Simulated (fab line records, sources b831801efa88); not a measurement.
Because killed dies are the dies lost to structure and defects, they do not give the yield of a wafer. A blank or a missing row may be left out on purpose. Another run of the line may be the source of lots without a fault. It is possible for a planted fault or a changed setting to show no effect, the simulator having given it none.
fab line records	flow sky130	part 2 of 2: steps 28 to 40 of 40
record: lots: 5	wafers: 15	last-day: 49
route steps=708 shown VIA4@652 METAL5@661 PASSIVATION@681
lots that met no fault: from a run of the same line without faults
start-h: start of the lot's first displayed wafer, in hours after the record's first day	wait-h: hours from the lot's prior step to this one	" as in the row above	L1.1+2: a row that stands for several wafers	- no value, or no start was given	* or withheld: withheld	< > ~ a bound
route shown NAME@n: a module of which the file shows steps, and the number in the route of the first	usual: mean/standard deviation of fault-free wafers	same: alike in all rows	chamber/n: place in a boat	sites: each site's reading	_std_site: the values' standard deviation	_edge_site: inner sites' mean taken away from outer sites' mean	radius-mm: for every site, how far away it sits from the centre of the wafer	mask NAME#n: copy n	behind: the last tool/chamber to shape the wafer	hold: why the lot was held/for how many hours/how that ended	device: whichever transistor did not switch (one of n, p or np)	end of line: tests of these same wafers at the route's end	a step with no rows: only its recipe	killed: not the wafer's yield, but the dies lost to structure and defects at the first sort	map: dies across one wafer; x = killed, . = not, _ = none there
set.NAME: the setting that was run; set.NAME@STEP: the one run at that earlier step	model.NAME: the simulator's own value behind a step, which no gauge read
lots at selected steps of the route; one table per step, one row per wafer
services: when a tool's chamber went out of use (start-h, in hours from the record's first day, below 0 if earlier), for how many hours, and the reason
== steps ==
step: SKY_METAL5_CLEAN_18
recipe: chemistry: IPA	time-s: 180	temp-c: 25
lot.wafer	tool	chamber	start-h	wait-h
L081.2+3+4	wet-bench-01	0	1085.54	0.0
L082.1+4+6	wet-bench-02	1	1086.14	0.0
L086.2+5+6	wet-bench-01	1	1104.01	0.0
L087.4+5+6	wet-bench-03	0	1114.37	0.1
L091.4+5+6	wet-bench-03	0	1133.24	0.0
step: SKY_METAL5_CLEAN_19
recipe: chemistry: O3/DIW	dry: n2-spin
lot.wafer	tool	chamber	start-h	wait-h
L081.2+3+4	wet-bench-02	2	1085.61	0.0
L082.1+4+6	wet-bench-03	2	1086.21	0.0
L086.2+5+6	wet-bench-01	0	1104.07	0.0
L087.4+5+6	wet-bench-01	0	1114.44	0.0
L091.4+5+6	wet-bench-02	2	1133.30	0.0
step: SKY_PASSIVATION_CVD_00
recipe: material: SiO2	target-thk-nm: 90	temp-c: 400	time-s: withheld	rf-w: 600
usual: heater-power-w: 658/110
lot.wafer	tool	chamber	start-h	wait-h	heater-power-w
L081.2	pecvd-04	0	1085.71	0.0	665
L081.3	"	1	"	"	700
L081.4	"	0	"	"	667
L082.1	pecvd-02	1	1086.31	0.0	723
L082.4	"	2	"	"	739
L082.6	"	0	"	"	735
L086.2	pecvd-04	1	1104.16	0.0	704
L086.5	"	1	"	"	712
L086.6	"	2	"	"	476
L087.4	pecvd-03	1	1114.55	0.0	568
L087.5	"	0	"	"	890
L087.6	"	2	"	"	613
L091.4	pecvd-04	2	1133.40	0.0	459
L091.5	"	0	"	"	559
L091.6	"	1	"	"	729
step: SKY_PASSIVATION_THK_MEAS_01
recipe: reads: SiO2_of_PASSIVATION_CVD_00
usual: PASSIVATION_CVD_00_THK: 89.8/1.1
lot.wafer	tool	chamber	start-h	wait-h	PASSIVATION_CVD_00_THK[nm]
L081.2	film-metro-02	-	1085.74	-	88.3
L081.3	"	-	"	"	88.4
L081.4	"	-	"	"	88.9
L082.1	film-metro-04	-	1086.33	-	89.1
L082.4	"	-	"	"	91.4
L082.6	"	-	"	"	91.4
L086.2	film-metro-01	-	1104.19	-	88.6
L086.5	"	-	"	"	89.8
L086.6	"	-	"	"	91.2
L087.4	film-metro-01	-	1114.59	-	90.0
L087.5	"	-	"	"	90.6
L087.6	"	-	"	"	91.6
L091.4	film-metro-04	-	1133.45	-	90.2
L091.5	"	-	"	"	90.0
L091.6	"	-	"	"	90.1
step: SKY_PASSIVATION_CVD_02
recipe: material: Si3N4	target-thk-nm: 540	temp-c: 400	time-s: withheld	rf-w: 450
usual: heater-power-w: 759/120
lot.wafer	tool	chamber	start-h	wait-h	heater-power-w
L081.2	pecvd-03	0	1085.79	0.0	982
L081.3	"	2	"	"	740
L081.4	"	0	"	"	1005
L082.1	pecvd-03	2	1086.39	0.1	748
L082.4	"	1	"	"	605
L082.6	"	0	"	"	1026
L086.2	pecvd-02	0	1104.24	0.0	792
L086.5	"	0	"	"	836
L086.6	"	2	"	"	788
L087.4	pecvd-02	2	1114.73	0.1	628
L087.5	"	1	"	"	867
L087.6	"	0	"	"	767
L091.4	pecvd-02	0	1133.59	0.1	786
L091.5	"	2	"	"	791
L091.6	"	1	"	"	840
step: SKY_PASSIVATION_THK_MEAS_03
recipe: reads: Si3N4_of_PASSIVATION_CVD_02
usual: PASSIVATION_CVD_02_THK: 538/6.1
lot.wafer	tool	chamber	start-h	wait-h	PASSIVATION_CVD_02_THK[nm]
L081.2	film-metro-01	-	1086.03	-	529
L081.3	"	-	"	"	531
L081.4	"	-	"	"	540
L082.1	film-metro-04	-	1086.61	-	532
L082.4	"	-	"	"	546
L082.6	"	-	"	"	534
L086.2	film-metro-04	-	1104.48	-	536
L086.5	"	-	"	"	541
L086.6	"	-	"	"	545
L087.4	film-metro-04	-	1114.99	-	542
L087.5	"	-	"	"	548
L087.6	"	-	"	"	546
L091.4	film-metro-04	-	1133.73	-	541
L091.5	"	-	"	"	539
L091.6	"	-	"	"	543
step: SKY_PASSIVATION_DEHYDRATE_04
recipe: temp-c: 200	time-s: 60
lot.wafer	tool	chamber	start-h	wait-h
L081.2+3+4	litho-track-02	0	1094.82	8.8
L082.1+4+6	litho-track-01	0	1095.18	8.6
L086.2+5+6	litho-track-02	0	1113.97	9.5
L087.4+5+6	litho-track-02	0	1123.82	8.8
L091.4+5+6	litho-track-02	0	1141.92	8.2
step: SKY_PASSIVATION_HMDS_05
recipe: prime-time-s: 60	prime-temp-c: 120
usual: prime-temp-c: 119.98/0.13
lot.wafer	tool	chamber	start-h	wait-h	prime-temp-c
L081.2	litho-track-02	0	1094.97	0.1	119.75
L081.3	"	0	"	"	119.72
L081.4	"	0	"	"	119.85
L082.1	litho-track-01	0	1095.33	0.1	119.88
L082.4	"	0	"	"	120.22
L082.6	"	0	"	"	120.05
L086.2	litho-track-02	0	1114.12	0.1	119.87
L086.5	"	0	"	"	119.92
L086.6	"	0	"	"	119.81
L087.4	litho-track-02	0	1123.97	0.1	120.06
L087.5	"	0	"	"	120.09
L087.6	"	0	"	"	119.92
L091.4	litho-track-02	0	1142.07	0.1	120.05
L091.5	"	0	"	"	119.93
L091.6	"	0	"	"	120.10
step: SKY_PASSIVATION_COAT_06
recipe: spin-rpm: 2000	resist-thk-nm: 3000
usual: spin-speed-rpm: 2000.0/1.3
lot.wafer	tool	chamber	start-h	wait-h	spin-speed-rpm
L081.2	litho-track-02	0	1095.12	0.1	2001.4
L081.3	"	0	"	"	1998.1
L081.4	"	0	"	"	2000.3
L082.1	litho-track-01	0	1095.48	0.1	2000.3
L082.4	"	0	"	"	1998.8
L082.6	"	0	"	"	1999.4
L086.2	litho-track-02	0	1114.27	0.1	1999.8
L086.5	"	0	"	"	1998.6
L086.6	"	0	"	"	2001.9
L087.4	litho-track-02	0	1124.12	0.1	2000.5
L087.5	"	0	"	"	1999.4
L087.6	"	0	"	"	2000.1
L091.4	litho-track-02	0	1142.22	0.1	2002.5
L091.5	"	0	"	"	2001.3
L091.6	"	0	"	"	2000.9
step: SKY_PASSIVATION_SOFTBAKE_07
recipe: temp-c: 110	time-s: withheld
lot.wafer	tool	chamber	start-h	wait-h
L081.2+3+4	litho-track-02	0	1095.28	0.1
L082.1+4+6	litho-track-01	0	1095.63	0.1
L086.2+5+6	litho-track-02	0	1114.43	0.1
L087.4+5+6	litho-track-02	0	1124.30	0.1
L091.4+5+6	litho-track-02	0	1142.40	0.1
step: SKY_PASSIVATION_EXPOSE_08
recipe: mask-id: NSM	target-cd-nm: 3000	na: 0.57	dose-mj: 260
lot.wafer	tool	chamber	start-h	wait-h	mask
L081.2+3+4	iline-stepper-02	0	-	-	NSM#0
L082.1+4+6	iline-stepper-01	0	-	-	NSM#0
L086.2+5+6	iline-stepper-02	0	-	-	NSM#0
L087.4+5+6	iline-stepper-02	0	-	-	NSM#0
L091.4+5+6	iline-stepper-01	0	-	-	NSM#0
step: SKY_PASSIVATION_PEB_09
recipe: temp-c: 115	time-s: withheld
lot.wafer	tool	chamber	start-h	wait-h
L081.2+3+4	litho-track-02	0	-	-
L082.1+4+6	litho-track-03	0	-	-
L086.2+5+6	litho-track-03	0	-	-
L087.4+5+6	litho-track-02	0	-	-
L091.4+5+6	litho-track-03	0	-	-
step: SKY_PASSIVATION_DEVELOP_10
recipe: develop-time-s: 60	dev-temp-c: 23
same: develop-time-s: 60
lot.wafer	tool	chamber	start-h	wait-h
L081.2+3+4	litho-track-02	0	-	-
L082.1+4+6	litho-track-03	0	-	-
L086.2+5+6	litho-track-03	0	-	-
L087.4+5+6	litho-track-02	0	-	-
L091.4+5+6	litho-track-03	0	-	-
== services ==
tool	chamber	start-h	hours	kind
pvd-sputter-04	-	1040.38	2.8	repair
pecvd-04	0	1046.79	8.4	repair
pvd-sputter-02	-	1052.40	3.6	repair
pvd-sputter-03	-	1052.95	0.9	repair
cmp-01	-	1053.99	0.3	repair
cmp-01	-	1054.85	2.2	repair
pvd-sputter-04	-	1057.14	5.5	repair
cvd-w-01	-	1057.69	1.5	repair
rie-metal-03	0	1058.93	2.0	repair
cvd-w-01	-	1072.28	0.9	repair
pecvd-03	1	1074.33	4.3	repair
cmp-02	-	1080.23	5.8	pm
cmp-01	-	1084.27	4.0	pm
cmp-01	-	1085.97	0.5	repair
wet-bench-02	-	1086.76	27.4	repair
cmp-02	-	1086.95	5.6	repair
cmp-02	-	1098.81	0.4	repair
rie-metal-02	0	1100.06	9.0	repair
pecvd-03	-	1103.51	10.9	repair
iline-stepper-02	-	1105.77	2.1	pm
iline-stepper-01	-	1114.41	20.9	repair
pvd-sputter-02	-	1128.05	3.5	repair
cmp-01	-	1144.32	4.2	pm
cvd-w-01	-	1150.85	3.8	pm
